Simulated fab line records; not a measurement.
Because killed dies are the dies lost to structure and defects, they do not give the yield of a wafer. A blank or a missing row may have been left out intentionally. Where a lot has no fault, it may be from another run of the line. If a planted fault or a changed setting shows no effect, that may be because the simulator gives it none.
fab line records -- flow sky130 -- part 1 of 2: steps 1 to 25 of 35
record: lots: 5, wafers: 15, lastDay: 50
route steps=708 shown METAL2@484 VIA2@507
lots that met no fault: from a run of the same line without faults
startH: start of the lot's first displayed wafer, in hours after the record's first day -- waitH: time in hours since the lot's previous step -- " unchanged from the row above -- L1.1+2: one row covering several wafers at once -- - value missing, or start not given -- * or withheld: withheld -- < > ~ a bound
route shown NAME@n: names a module that has steps shown in the file, with the first one's number in the route -- usual: mean/standard deviation of fault-free wafers -- same: alike in all rows -- chamber/n: place in a boat -- sites: each site's reading -- _std_site: their standard deviation -- _edge_site: outer sites' mean less inner sites' -- radiusMm: for every site, how far away it sits from the centre of the wafer -- mask NAME#n: copy n -- behind: the tool/chamber that last shaped the wafer -- hold: what put the lot on hold/how long, in hours/how the hold closed -- device: names the non-switching transistor (n, p or np) -- end of line: the same wafers' tests at the end of the route -- a step without rows: its recipe alone -- killed: count of dies lost to structure and defects at first sort (not the wafer's yield) -- map: per-die view of a wafer (x killed, . not killed, _ where there is no die)
set.NAME: the setting as run; set.NAME@STEP: as run at that earlier step -- model.NAME: the simulator's own value behind a step, which no gauge read
a table for each step, a row for each wafer; lots at some steps of the route
services: the hour from which a tool's chamber was out of use, counted from the record's first day as startH (under 0 if before that day), plus the number of hours and why
== steps ==
step: SKY_METAL2_SPUTTER_01
recipe: material: TiN, targetThkNm: 20, powerW: 6500, timeS: 16.7, chamberPressurePa: 0.4
usual: throttleValvePct: 29.8/0.74
lot.wafer,tool,chamber,startH,waitH,throttleValvePct
L076.1,pvdSputter-03,-,805.75,0.0,29.4
L076.4,pvdSputter-03,-,805.75,0.0,29.3
L076.6,pvdSputter-03,-,805.75,0.0,29.6
L079.3,pvdSputter-04,-,846.58,0.0,29.2
L079.4,pvdSputter-04,-,846.58,0.0,29.1
L079.5,pvdSputter-04,-,846.58,0.0,30.3
L085.4,pvdSputter-04,-,900.64,0.0,30.9
L085.5,pvdSputter-04,-,900.64,0.0,29.2
L085.6,pvdSputter-04,-,900.64,0.0,30.4
L090.3,pvdSputter-04,-,913.33,0.0,30.2
L090.4,pvdSputter-04,-,913.33,0.0,29.1
L090.6,pvdSputter-04,-,913.33,0.0,30.8
L096.1,pvdSputter-03,-,960.80,0.0,30.1
L096.2,pvdSputter-03,-,960.80,0.0,28.8
L096.6,pvdSputter-03,-,960.80,0.0,29.0
step: SKY_METAL2_SPUTTER_02
recipe: material: AlCu, targetThkNm: 250, powerW: 10600, timeS: 13.3, chamberPressurePa: 0.4
usual: throttleValvePct: 29.8/0.73
lot.wafer,tool,chamber,startH,waitH,throttleValvePct
L076.1,pvdSputter-03,-,805.78,0.0,29.0
L076.4,pvdSputter-03,-,805.78,0.0,29.2
L076.6,pvdSputter-03,-,805.78,0.0,29.7
L079.3,pvdSputter-04,-,846.60,0.0,28.7
L079.4,pvdSputter-04,-,846.60,0.0,28.9
L079.5,pvdSputter-04,-,846.60,0.0,30.4
L085.4,pvdSputter-04,-,900.67,0.0,30.8
L085.5,pvdSputter-04,-,900.67,0.0,29.3
L085.6,pvdSputter-04,-,900.67,0.0,30.3
L090.3,pvdSputter-04,-,913.36,0.0,30.2
L090.4,pvdSputter-04,-,913.36,0.0,29.1
L090.6,pvdSputter-04,-,913.36,0.0,30.8
L096.1,pvdSputter-03,-,960.82,0.0,30.1
L096.2,pvdSputter-03,-,960.82,0.0,29.3
L096.6,pvdSputter-03,-,960.82,0.0,29.0
step: SKY_METAL2_SPUTTER_03
recipe: material: Ti, targetThkNm: 5, powerW: 3000, timeS: 3.3, chamberPressurePa: 0.4
usual: throttleValvePct: 29.8/0.73
lot.wafer,tool,chamber,startH,waitH,throttleValvePct
L076.1,pvdSputter-03,-,805.80,0.0,29.1
L076.4,pvdSputter-03,-,805.80,0.0,29.2
L076.6,pvdSputter-03,-,805.80,0.0,29.7
L079.3,pvdSputter-04,-,846.63,0.0,29.3
L079.4,pvdSputter-04,-,846.63,0.0,29.3
L079.5,pvdSputter-04,-,846.63,0.0,30.3
L085.4,pvdSputter-04,-,900.69,0.0,30.9
L085.5,pvdSputter-04,-,900.69,0.0,29.1
L085.6,pvdSputter-04,-,900.69,0.0,30.1
L090.3,pvdSputter-04,-,913.38,0.0,30.3
L090.4,pvdSputter-04,-,913.38,0.0,29.2
L090.6,pvdSputter-04,-,913.38,0.0,30.9
L096.1,pvdSputter-03,-,960.85,0.0,30.1
L096.2,pvdSputter-03,-,960.85,0.0,29.1
L096.6,pvdSputter-03,-,960.85,0.0,29.1
step: SKY_METAL2_SPUTTER_04
recipe: material: TiN, targetThkNm: 70, powerW: 6500, timeS: 58.3, chamberPressurePa: 0.4
usual: throttleValvePct: 29.8/0.75
lot.wafer,tool,chamber,startH,waitH,throttleValvePct
L076.1,pvdSputter-03,-,805.82,0.0,29.2
L076.4,pvdSputter-03,-,805.82,0.0,29.3
L076.6,pvdSputter-03,-,805.82,0.0,29.7
L079.3,pvdSputter-04,-,846.64,0.0,29.0
L079.4,pvdSputter-04,-,846.64,0.0,28.7
L079.5,pvdSputter-04,-,846.64,0.0,30.4
L085.4,pvdSputter-04,-,900.71,0.0,30.9
L085.5,pvdSputter-04,-,900.71,0.0,29.2
L085.6,pvdSputter-04,-,900.71,0.0,30.4
L090.3,pvdSputter-04,-,913.40,0.0,30.2
L090.4,pvdSputter-04,-,913.40,0.0,29.0
L090.6,pvdSputter-04,-,913.40,0.0,31.1
L096.1,pvdSputter-03,-,960.87,0.0,30.1
L096.2,pvdSputter-03,-,960.87,0.0,28.8
L096.6,pvdSputter-03,-,960.87,0.0,28.8
step: SKY_METAL2_RS_MEAS_05
recipe: thkMeasGauge: four-point-probe, reads: TiN_of_METAL2_SPUTTER_04+Ti_of_METAL2_SPUTTER_03+AlCu_of_METAL2_SPUTTER_02+TiN_of_METAL2_SPUTTER_01+Ti_of_METAL2_SPUTTER_00
usual: METAL2_ALCU_RS: 0.1271/0.0011
lot.wafer,tool,chamber,startH,waitH,METAL2_ALCU_RS[ohm/sq]
L076.1,filmMetro-01,-,805.87,0.0,0.1281
L076.4,filmMetro-01,-,805.87,0.0,0.1255
L076.6,filmMetro-01,-,805.87,0.0,0.1253
L079.3,filmMetro-02,-,846.73,0.1,0.1271
L079.4,filmMetro-02,-,846.73,0.1,0.1274
L079.5,filmMetro-02,-,846.73,0.1,0.1269
L085.4,filmMetro-04,-,900.82,0.1,0.1272
L085.5,filmMetro-04,-,900.82,0.1,0.1281
L085.6,filmMetro-04,-,900.82,0.1,0.1278
L090.3,filmMetro-02,-,913.49,0.1,0.1261
L090.4,filmMetro-02,-,913.49,0.1,0.1271
L090.6,filmMetro-02,-,913.49,0.1,0.1253
L096.1,filmMetro-04,-,960.92,0.0,0.1265
L096.2,filmMetro-04,-,960.92,0.0,0.1283
L096.6,filmMetro-04,-,960.92,0.0,0.1295
step: SKY_METAL2_THK_MEAS_06
recipe: thkMeasGauge: xrf, reads: AlCu_of_METAL2_SPUTTER_02
usual: METAL2_ALCU_THK: 248.6/2.5
lot.wafer,tool,chamber,startH,waitH,METAL2_ALCU_THK[nm]
L076.1,filmMetro-01,-,805.99,0.1,245.6
L076.4,filmMetro-01,-,805.99,0.1,251.6
L076.6,filmMetro-01,-,805.99,0.1,251.6
L079.3,filmMetro-02,-,846.83,0.1,248.1
L079.4,filmMetro-02,-,846.83,0.1,247.1
L079.5,filmMetro-02,-,846.83,0.1,249.5
L085.4,filmMetro-04,-,900.91,0.1,248.6
L085.5,filmMetro-04,-,900.91,0.1,247.0
L085.6,filmMetro-04,-,900.91,0.1,247.2
L090.3,filmMetro-02,-,913.59,0.1,250.7
L090.4,filmMetro-02,-,913.59,0.1,248.7
L090.6,filmMetro-02,-,913.59,0.1,251.2
L096.1,filmMetro-04,-,961.04,0.1,247.8
L096.2,filmMetro-04,-,961.04,0.1,245.9
L096.6,filmMetro-04,-,961.04,0.1,243.9
step: SKY_METAL2_DEHYDRATE_07
recipe: tempC: 200, timeS: 60
usual: resistLineTempC: 23.00/0.1
lot.wafer,tool,chamber,startH,waitH,resistLineTempC
L076.1,lithoTrack-01,0,819.48,13.5,23.17
L076.4,lithoTrack-01,0,819.48,13.5,23.01
L076.6,lithoTrack-01,0,819.48,13.5,22.93
L079.3,lithoTrack-01,0,858.78,11.9,23.03
L079.4,lithoTrack-01,0,858.78,11.9,22.93
L079.5,lithoTrack-01,0,858.78,11.9,23.05
L085.4,lithoTrack-01,0,912.71,11.8,22.93
L085.5,lithoTrack-01,0,912.71,11.8,23.02
L085.6,lithoTrack-01,0,912.71,11.8,23.07
L090.3,lithoTrack-01,0,925.53,11.9,22.89
L090.4,lithoTrack-01,0,925.53,11.9,23.09
L090.6,lithoTrack-01,0,925.53,11.9,22.93
L096.1,lithoTrack-03,0,972.30,11.3,22.89
L096.2,lithoTrack-03,0,972.30,11.3,22.93
L096.6,lithoTrack-03,0,972.30,11.3,23.04
step: SKY_METAL2_HMDS_08
recipe: primeTimeS: 60, primeTempC: 120
usual: resistLineTempC: 23.00/0.1
lot.wafer,tool,chamber,startH,waitH,resistLineTempC
L076.1,lithoTrack-01,0,819.63,0.1,22.93
L076.4,lithoTrack-01,0,819.63,0.1,23.16
L076.6,lithoTrack-01,0,819.63,0.1,22.98
L079.3,lithoTrack-01,0,858.93,0.1,23.14
L079.4,lithoTrack-01,0,858.93,0.1,22.99
L079.5,lithoTrack-01,0,858.93,0.1,23.07
L085.4,lithoTrack-01,0,912.86,0.1,22.99
L085.5,lithoTrack-01,0,912.86,0.1,22.92
L085.6,lithoTrack-01,0,912.86,0.1,23.00
L090.3,lithoTrack-01,0,925.68,0.1,22.93
L090.4,lithoTrack-01,0,925.68,0.1,22.99
L090.6,lithoTrack-01,0,925.68,0.1,22.95
L096.1,lithoTrack-03,0,972.45,0.1,22.83
L096.2,lithoTrack-03,0,972.45,0.1,22.93
L096.6,lithoTrack-03,0,972.45,0.1,23.04
step: SKY_METAL2_COAT_09
recipe: resist: BARC, tempC: withheld, timeS: withheld, spinRpm: 3000, resistThkNm: 60
usual: resistLineTempC: *
lot.wafer,tool,chamber,startH,waitH,resistLineTempC
L076.1,lithoTrack-01,0,819.78,0.1,*
L076.4,lithoTrack-01,0,819.78,0.1,*
L076.6,lithoTrack-01,0,819.78,0.1,*
L079.3,lithoTrack-01,0,859.08,0.1,*
L079.4,lithoTrack-01,0,859.08,0.1,*
L079.5,lithoTrack-01,0,859.08,0.1,*
L085.4,lithoTrack-01,0,913.01,0.1,*
L085.5,lithoTrack-01,0,913.01,0.1,*
L085.6,lithoTrack-01,0,913.01,0.1,*
L090.3,lithoTrack-01,0,925.83,0.1,*
L090.4,lithoTrack-01,0,925.83,0.1,*
L090.6,lithoTrack-01,0,925.83,0.1,*
L096.1,lithoTrack-03,0,972.60,0.1,*
L096.2,lithoTrack-03,0,972.60,0.1,*
L096.6,lithoTrack-03,0,972.60,0.1,*
step: SKY_METAL2_COAT_10
recipe: resist: KrF-thick, spinRpm: 3000, resistThkNm: 450
usual: resistLineTempC: 23.02/0.092
lot.wafer,tool,chamber,startH,waitH,resistLineTempC
L076.1,lithoTrack-01,0,-,-,22.95
L076.4,lithoTrack-01,0,-,-,23.00
L076.6,lithoTrack-01,0,-,-,23.00
L079.3,lithoTrack-01,0,-,-,23.07
L079.4,lithoTrack-01,0,-,-,23.04
L079.5,lithoTrack-01,0,-,-,22.99
L085.4,lithoTrack-01,0,-,-,23.10
L085.5,lithoTrack-01,0,-,-,23.13
L085.6,lithoTrack-01,0,-,-,23.09
L090.3,lithoTrack-01,0,-,-,22.94
L090.4,lithoTrack-01,0,-,-,23.12
L090.6,lithoTrack-01,0,-,-,23.04
L096.1,lithoTrack-03,0,-,-,23.00
L096.2,lithoTrack-03,0,-,-,23.00
L096.6,lithoTrack-03,0,-,-,23.15
step: SKY_METAL2_SOFTBAKE_11
recipe: tempC: 100, timeS: 90, resist: KrF-thick
usual: resistLineTempC: 23.00/0.12
lot.wafer,tool,chamber,startH,waitH,resistLineTempC
L076.1,lithoTrack-01,0,-,-,22.95
L076.4,lithoTrack-01,0,-,-,23.08
L076.6,lithoTrack-01,0,-,-,22.91
L079.3,lithoTrack-01,0,-,-,23.05
L079.4,lithoTrack-01,0,-,-,23.06
L079.5,lithoTrack-01,0,-,-,22.99
L085.4,lithoTrack-01,0,-,-,22.86
L085.5,lithoTrack-01,0,-,-,22.90
L085.6,lithoTrack-01,0,-,-,22.87
L090.3,lithoTrack-01,0,-,-,22.84
L090.4,lithoTrack-01,0,-,-,22.85
L090.6,lithoTrack-01,0,-,-,22.84
L096.1,lithoTrack-03,0,-,-,23.15
L096.2,lithoTrack-03,0,-,-,22.96
L096.6,lithoTrack-03,0,-,-,22.92
step: SKY_METAL2_EXPOSE_12
recipe: maskId: MM2, na: 0.8, sourceShape: annular, sigmaInner: 0.55, sigmaOuter: 0.85, targetCdNm: 140, doseMj: 28
same: sigmaInner: 0.55
lot.wafer,tool,chamber,startH,waitH,mask
L076.1+4+6,krfScanner-02,0,-,-,MM2#0
L079.3+4+5,krfScanner-02,0,-,-,MM2#0
L085.4+5+6,krfScanner-02,0,-,-,MM2#0
L090.3+4+6,krfScanner-01,0,-,-,MM2#0
L096.1+2+6,krfScanner-01,0,-,-,MM2#0
step: SKY_METAL2_PEB_13
recipe: pebTempC: withheld, pebTimeS: withheld, resist: KrF-thick
usual: resistLineTempC: *
lot.wafer,tool,chamber,startH,waitH,resistLineTempC
L076.1,lithoTrack-01,0,-,-,*
L076.4,lithoTrack-01,0,-,-,*
L076.6,lithoTrack-01,0,-,-,*
L079.3,lithoTrack-03,0,-,-,*
L079.4,lithoTrack-03,0,-,-,*
L079.5,lithoTrack-03,0,-,-,*
L085.4,lithoTrack-04,0,-,-,*
L085.5,lithoTrack-04,0,-,-,*
L085.6,lithoTrack-04,0,-,-,*
L090.3,lithoTrack-03,0,-,-,*
L090.4,lithoTrack-03,0,-,-,*
L090.6,lithoTrack-03,0,-,-,*
L096.1,lithoTrack-04,0,-,-,*
L096.2,lithoTrack-04,0,-,-,*
L096.6,lithoTrack-04,0,-,-,*
step: SKY_METAL2_DEVELOP_14
recipe: developTimeS: 60, resist: KrF-thick, devTempC: 21
usual: resistLineTempC: 23.00/0.11
lot.wafer,tool,chamber,startH,waitH,resistLineTempC
L076.1,lithoTrack-01,0,-,-,23.05
L076.4,lithoTrack-01,0,-,-,22.97
L076.6,lithoTrack-01,0,-,-,22.98
L079.3,lithoTrack-03,0,-,-,23.01
L079.4,lithoTrack-03,0,-,-,23.04
L079.5,lithoTrack-03,0,-,-,23.15
L085.4,lithoTrack-04,0,-,-,22.72
L085.5,lithoTrack-04,0,-,-,22.84
L085.6,lithoTrack-04,0,-,-,22.89
L090.3,lithoTrack-03,0,-,-,22.97
L090.4,lithoTrack-03,0,-,-,22.89
L090.6,lithoTrack-03,0,-,-,22.87
L096.1,lithoTrack-04,0,-,-,23.06
L096.2,lithoTrack-04,0,-,-,23.03
L096.6,lithoTrack-04,0,-,-,22.80
step: SKY_METAL2_CD_MEAS_15
recipe: targetCdNm: 140
usual: cdNm: 140.4/1.3
lot.wafer,tool,chamber,startH,waitH,cdNm
L076.1,cdSem-01,-,831.23,-,141.8
L076.4,cdSem-01,-,831.23,-,141.7
L076.6,cdSem-01,-,831.23,-,140.8
L079.3,cdSem-02,-,872.54,-,141.4
L079.4,cdSem-02,-,872.54,-,141.3
L079.5,cdSem-02,-,872.54,-,140.3
L085.4,cdSem-02,-,926.03,-,140.5
L085.5,cdSem-02,-,926.03,-,140.9
L085.6,cdSem-02,-,926.03,-,138.4
L090.3,cdSem-01,-,937.79,-,140.9
L090.4,cdSem-01,-,937.79,-,143.0
L090.6,cdSem-01,-,937.79,-,141.2
L096.1,cdSem-02,-,984.92,-,139.3
L096.2,cdSem-02,-,984.92,-,140.3
L096.6,cdSem-02,-,984.92,-,140.5
step: SKY_METAL2_OVL_MEAS_16
usual: METAL2_OVL: 5/6.5
lot.wafer,tool,chamber,startH,waitH,METAL2_OVL[nm]
L076.1,overlay-02,-,831.35,0.1,10
L076.4,overlay-02,-,831.35,0.1,9
L076.6,overlay-02,-,831.35,0.1,12
L079.3,overlay-01,-,872.63,0.1,7
L079.4,overlay-01,-,872.63,0.1,13
L079.5,overlay-01,-,872.63,0.1,11
L085.4,overlay-01,-,926.11,0.1,12
L085.5,overlay-01,-,926.11,0.1,3
L085.6,overlay-01,-,926.11,0.1,9
L090.3,overlay-01,-,937.88,0.1,-3
L090.4,overlay-01,-,937.88,0.1,0
L090.6,overlay-01,-,937.88,0.1,-2
L096.1,overlay-01,-,985.04,0.1,3
L096.2,overlay-01,-,985.04,0.1,3
L096.6,overlay-01,-,985.04,0.1,3
step: SKY_METAL2_DESCUM_17
recipe: chemistry: O2, sourcePowerW: 150, biasPowerW: 0, pressureMtorr: 10, tempC: 40, timeS: 8
usual: drypumpMotorCurrentA: 6.0/0.48, heBacksideLeakSccm: 3.37/0.17, oesProductAu: 1.000/0.0096
lot.wafer,tool,chamber,startH,waitH,drypumpMotorCurrentA,heBacksideLeakSccm,oesProductAu,rfHoursCounterH
L076.1,rieMetal-01,0,831.39,0.0,6.8,3.19,0.991,4
L076.4,rieMetal-01,1,831.39,0.0,5.3,2.94,1.015,-
L076.6,rieMetal-01,0,831.39,0.0,6.8,3.18,1.010,-
L079.3,rieMetal-02,0,872.67,0.0,6.2,3.44,0.998,-
L079.4,rieMetal-02,1,872.67,0.0,5.4,3.43,0.983,-
L079.5,rieMetal-02,1,872.67,0.0,5.4,3.51,0.978,-
L085.4,rieMetal-03,1,926.14,0.0,6.1,3.29,1.003,-
L085.5,rieMetal-03,0,926.14,0.0,6.2,3.36,0.994,-
L085.6,rieMetal-03,1,926.14,0.0,6.1,3.15,1.008,-
L090.3,rieMetal-01,0,937.92,0.0,6.8,3.18,1.006,-
L090.4,rieMetal-01,1,937.92,0.0,5.3,3.10,1.000,-
L090.6,rieMetal-01,0,937.92,0.0,6.8,3.31,0.999,-
L096.1,rieMetal-02,1,985.08,0.0,5.4,3.29,0.991,12
L096.2,rieMetal-02,0,985.08,0.0,6.2,3.45,1.005,20
L096.6,rieMetal-02,0,985.08,0.0,6.2,3.36,1.002,-
step: SKY_METAL2_ETCH_18
recipe: chemistry: N2/H2, target: BARC, ionEnergyEv: 200, biasW: 100, pressureMtorr: 30, n2FlowSccm: 100, h2FlowSccm: 200, icpW: 500, stopOn: SiO2, timeS: 45.9, targetDepthA: 600
usual: drypumpMotorCurrentA: 6.0/0.48, heBacksideLeakSccm: 3.4/0.31, oesProductAu: 0.855/0.0049, throttleValvePct: 13.225/0.0096
lot.wafer,tool,chamber,startH,waitH,drypumpMotorCurrentA,heBacksideLeakSccm,oesProductAu,rfHoursCounterH,throttleValvePct
L076.1,rieMetal-01,0,831.42,0.0,6.8,2.9,0.851,4,13.222
L076.4,rieMetal-01,1,831.42,0.0,5.3,3.6,0.857,-,13.239
L076.6,rieMetal-01,0,831.42,0.0,6.8,2.9,0.864,-,13.220
L079.3,rieMetal-02,0,872.71,0.0,6.2,3.6,0.856,-,13.208
L079.4,rieMetal-02,1,872.71,0.0,5.4,3.3,0.858,-,13.220
L079.5,rieMetal-02,1,872.71,0.0,5.4,3.4,0.851,-,13.243
L085.4,rieMetal-03,1,926.18,0.0,6.1,3.7,0.859,-,13.242
L085.5,rieMetal-03,0,926.18,0.0,6.2,3.5,0.856,-,13.209
L085.6,rieMetal-03,1,926.18,0.0,6.1,3.4,0.860,-,13.239
L090.3,rieMetal-01,0,937.96,0.0,6.8,3.1,0.854,-,13.226
L090.4,rieMetal-01,1,937.96,0.0,5.3,3.0,0.868,-,13.213
L090.6,rieMetal-01,0,937.96,0.0,6.8,3.2,0.866,-,13.224
L096.1,rieMetal-02,1,985.11,0.0,5.4,3.3,0.855,12,13.221
L096.2,rieMetal-02,0,985.11,0.0,6.2,3.4,0.852,20,13.228
L096.6,rieMetal-02,0,985.11,0.0,6.2,3.4,0.850,-,13.218
step: SKY_METAL2_METAL_ETCH_19
recipe: targetDepthA: 3600, stopOn: SiO2, overEtchFrac: 0.3, timeS: 78, chemistry: Cl2/BCl3, resistSidewallDeg: 88, pressureMtorr: 10, icpW: 900, biasW: 48.5, Cl2_flow_sccm: 60, bcl3FlowSccm: 30
usual: drypumpMotorCurrentA: 6.0/0.48, heBacksideLeakSccm: 3.39/0.19, oesProductAu: 0.854/0.0056, throttleValvePct: 22.264/0.0089
lot.wafer,tool,chamber,startH,waitH,drypumpMotorCurrentA,heBacksideLeakSccm,oesProductAu,rfHoursCounterH,throttleValvePct
L076.1,rieMetal-01,0,831.48,0.0,6.7,3.16,0.844,4,22.275
L076.4,rieMetal-01,1,831.48,0.0,5.3,3.17,0.857,-,22.265
L076.6,rieMetal-01,0,831.48,0.0,6.8,3.19,0.846,-,22.263
L079.3,rieMetal-02,0,872.78,0.1,6.1,3.36,0.859,-,22.258
L079.4,rieMetal-02,1,872.78,0.1,5.5,3.44,0.854,-,22.259
L079.5,rieMetal-02,1,872.78,0.1,5.5,3.20,0.860,-,22.263
L085.4,rieMetal-03,1,926.25,0.1,6.1,3.23,0.865,-,22.249
L085.5,rieMetal-03,0,926.25,0.1,6.2,3.65,0.857,-,22.270
L085.6,rieMetal-03,1,926.25,0.1,6.1,3.36,0.859,-,22.262
L090.3,rieMetal-01,0,938.03,0.1,6.8,3.08,0.857,-,22.255
L090.4,rieMetal-01,1,938.03,0.1,5.3,3.43,0.857,-,22.262
L090.6,rieMetal-01,0,938.03,0.1,6.8,3.16,0.853,-,22.270
L096.1,rieMetal-02,1,985.17,0.0,5.4,3.57,0.855,12,22.252
L096.2,rieMetal-02,0,985.17,0.0,6.2,3.37,0.856,20,22.259
L096.6,rieMetal-02,0,985.17,0.0,6.2,3.50,0.861,-,22.256
step: SKY_METAL2_STRIP_20
recipe: chemistry: O2/N2, powerW: 1400, pressureMtorr: 1500, platenTempC: withheld, o2FlowSccm: 3000, n2FlowSccm: 300, overashFraction: 0.5
usual: drypumpMotorCurrentA: 5.6/0.34, oesProductAu: 0.342/0.0049, stripTimeToEndpointS: 2.69/0.041
lot.wafer,tool,chamber,startH,waitH,drypumpMotorCurrentA,oesProductAu,rfHoursCounterH,stripTimeToEndpointS
L076.1,plasmaAsher-03,0,831.57,0.1,5.1,0.341,9,2.71
L076.4,plasmaAsher-03,1,831.57,0.1,5.7,0.334,-,2.72
L076.6,plasmaAsher-03,1,831.57,0.1,5.7,0.341,-,2.68
L079.3,plasmaAsher-02,1,872.87,0.1,5.5,0.335,-,2.65
L079.4,plasmaAsher-02,0,872.87,0.1,5.6,0.343,-,2.75
L079.5,plasmaAsher-02,0,872.87,0.1,5.6,0.351,-,2.72
L085.4,plasmaAsher-02,1,926.35,0.1,5.5,0.341,-,2.62
L085.5,plasmaAsher-02,0,926.35,0.1,5.6,0.336,-,2.64
L085.6,plasmaAsher-02,1,926.35,0.1,5.5,0.338,-,2.62
L090.3,plasmaAsher-04,1,938.12,0.1,5.8,0.343,-,2.66
L090.4,plasmaAsher-04,0,938.12,0.1,6.2,0.342,-,2.65
L090.6,plasmaAsher-04,1,938.12,0.1,5.8,0.338,-,2.68
L096.1,plasmaAsher-03,0,985.26,0.1,5.1,0.343,25,2.71
L096.2,plasmaAsher-03,1,985.26,0.1,5.7,0.346,25,2.64
L096.6,plasmaAsher-03,1,985.26,0.1,5.7,0.350,-,2.67
step: SKY_METAL2_STRIP_21
recipe: chemistry: postEtchResidueRemover, timeS: 1200, tempC: 72.5
usual: bathHeatDutyPct: 14.4/1.7
lot.wafer,tool,chamber,startH,waitH,bathHeatDutyPct
L076.1,wetBench-03,0,831.67,0.1,13.4
L076.4,wetBench-03,0,831.67,0.1,13.6
L076.6,wetBench-03,0,831.67,0.1,12.8
L079.3,wetBench-03,0,872.94,0.0,13.3
L079.4,wetBench-03,0,872.94,0.0,13.7
L079.5,wetBench-03,0,872.94,0.0,13.5
L085.4,wetBench-03,2,926.41,0.0,13.0
L085.5,wetBench-03,2,926.41,0.0,12.1
L085.6,wetBench-03,2,926.41,0.0,11.8
L090.3,wetBench-01,0,938.19,0.0,15.7
L090.4,wetBench-01,0,938.19,0.0,16.3
L090.6,wetBench-01,0,938.19,0.0,15.2
L096.1,wetBench-02,1,985.36,0.1,13.9
L096.2,wetBench-02,1,985.36,0.1,13.3
L096.6,wetBench-02,1,985.36,0.1,13.8
step: SKY_METAL2_CLEAN_22
recipe: chemistry: IPA, timeS: 180, tempC: 25
usual: bathHeatDutyPct: 6.4/0.95
lot.wafer,tool,chamber,startH,waitH,bathHeatDutyPct
L076.1,wetBench-02,2,832.02,0.0,6.0
L076.4,wetBench-02,2,832.02,0.0,6.8
L076.6,wetBench-02,2,832.02,0.0,5.9
L079.3,wetBench-01,2,873.28,0.0,6.8
L079.4,wetBench-01,2,873.28,0.0,7.5
L079.5,wetBench-01,2,873.28,0.0,8.7
L085.4,wetBench-02,0,927.10,0.0,5.9
L085.5,wetBench-02,0,927.10,0.0,5.5
L085.6,wetBench-02,0,927.10,0.0,6.1
L090.3,wetBench-03,3,938.56,0.0,5.9
L090.4,wetBench-03,3,938.56,0.0,7.0
L090.6,wetBench-03,3,938.56,0.0,5.5
L096.1,wetBench-03,1,985.70,0.0,5.3
L096.2,wetBench-03,1,985.70,0.0,5.7
L096.6,wetBench-03,1,985.70,0.0,6.4
step: SKY_METAL2_CLEAN_23
recipe: chemistry: O3/DIW, dry: n2Spin
lot.wafer,tool,chamber,startH,waitH
L076.1+4+6,wetBench-01,0,832.08,0.0
L079.3+4+5,wetBench-02,2,873.35,0.0
L085.4+5+6,wetBench-01,2,927.15,0.0
L090.3+4+6,wetBench-02,0,938.68,0.0
L096.1+2+6,wetBench-01,0,985.76,0.0
step: SKY_VIA2_HDPCVD_00
recipe: material: SiO2, targetThkNm: 1180, sigmaOpenFrac: 0.3, timeS: 196.7, tempC: 400, sih4FlowSccm: 60.96, pressureMtorr: 6
lot.wafer,tool,chamber,startH,waitH
L076.1+4+6,hdpcvd-01,"1,1,0",832.17,0.0
L079.3+4+5,hdpcvd-01,"1,1,0",873.44,0.0
L085.4+5+6,hdpcvd-02,"2,0,1",927.31,0.1
L090.3+4+6,hdpcvd-01,"0,1,2",938.77,0.0
L096.1+2+6,hdpcvd-02,"1,0,0",985.85,0.0
step: SKY_VIA2_THK_MEAS_01
recipe: reads: SiO2_of_VIA2_HDPCVD_00
usual: VIA2_HDPCVD_THK: 1205/13
lot.wafer,tool,chamber,startH,waitH,VIA2_HDPCVD_THK[nm]
L076.1,filmMetro-02,-,832.30,0.1,1196
L076.4,filmMetro-02,-,832.30,0.1,1184
L076.6,filmMetro-02,-,832.30,0.1,1206
L079.3,filmMetro-01,-,873.58,0.1,1213
L079.4,filmMetro-01,-,873.58,0.1,1218
L079.5,filmMetro-01,-,873.58,0.1,1218
L085.4,filmMetro-02,-,927.40,0.0,1222
L085.5,filmMetro-02,-,927.40,0.0,1213
L085.6,filmMetro-02,-,927.40,0.0,1207
L090.3,filmMetro-03,-,938.92,0.1,1228
L090.4,filmMetro-03,-,938.92,0.1,1201
L090.6,filmMetro-03,-,938.92,0.1,1221
L096.1,filmMetro-01,-,985.98,0.1,1210
L096.2,filmMetro-01,-,985.98,0.1,1216
L096.6,filmMetro-01,-,985.98,0.1,1197
